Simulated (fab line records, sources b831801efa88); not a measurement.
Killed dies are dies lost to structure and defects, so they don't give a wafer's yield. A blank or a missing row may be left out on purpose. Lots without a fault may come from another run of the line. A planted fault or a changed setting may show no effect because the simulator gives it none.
Which tool did it? | flow sky130 | 6 lots, 18 wafers sampled, at 2 steps of a route of 708

WHAT THE GAUGES READ, wafer by wafer
SKY_CAP2M_OVL_MEAS_12.
lot  | measured     | on         | CAP2M_OVL (nm)
L199 | day 41 10:59 | overlay-01 | -2.3 -0.8 -0.7
L201 | day 42 00:35 | overlay-01 | -0.8 -0.6 0.5
L209 | day 44 06:26 | overlay-02 | -0.8 2.3 -1.5
L213 | day 45 01:50 | overlay-02 | -1.2 0.1 -1.0
L216 | day 46 02:11 | overlay-01 | -0.9 -2.3 0.6
L218 | day 46 13:29 | overlay-01 | -1.5 -1.7 -2.4

WHICH TOOL RAN EACH LOT (tool, then ch and the chambers of the sampled wafers, then the start)
lot  | SKY_CAP2M_CVD_00
L199 | pecvd-03 ch 0,1,2, day 40 10:37
L201 | pecvd-01 ch 0,1,2, day 41 00:02
L209 | pecvd-01 ch 0,1, day 43 07:24
L213 | pecvd-02 ch 0,1, day 44 03:06
L216 | pecvd-02 ch 1,2, day 45 05:28
L218 | pecvd-01 ch 0,1, day 45 17:25
- SKY_CAP2M_CVD_00: deposits SiO2, target thk 15.5 nm.

THE ANSWER, worked out from the rows above alone
Rule: what is usual is taken from the lots themselves. Put in order of their means at a reading, lots are off if they are a third of the lots or fewer, leave a main group of 4 or more, and stand apart from it by a gap of 3 or more times the standard deviation of the main group's means; of several such gaps the widest counts. A main group whose means are all the same, to the digits that the tables above print for the reading, isn't used. A lot without any number at a reading at which 4 lots or more have one is off too. The other lots that the step has rows for count as sound.
No lot is off at any reading shown: from this, nothing can be told.

WHAT THE SIMULATOR HAD PUT IN
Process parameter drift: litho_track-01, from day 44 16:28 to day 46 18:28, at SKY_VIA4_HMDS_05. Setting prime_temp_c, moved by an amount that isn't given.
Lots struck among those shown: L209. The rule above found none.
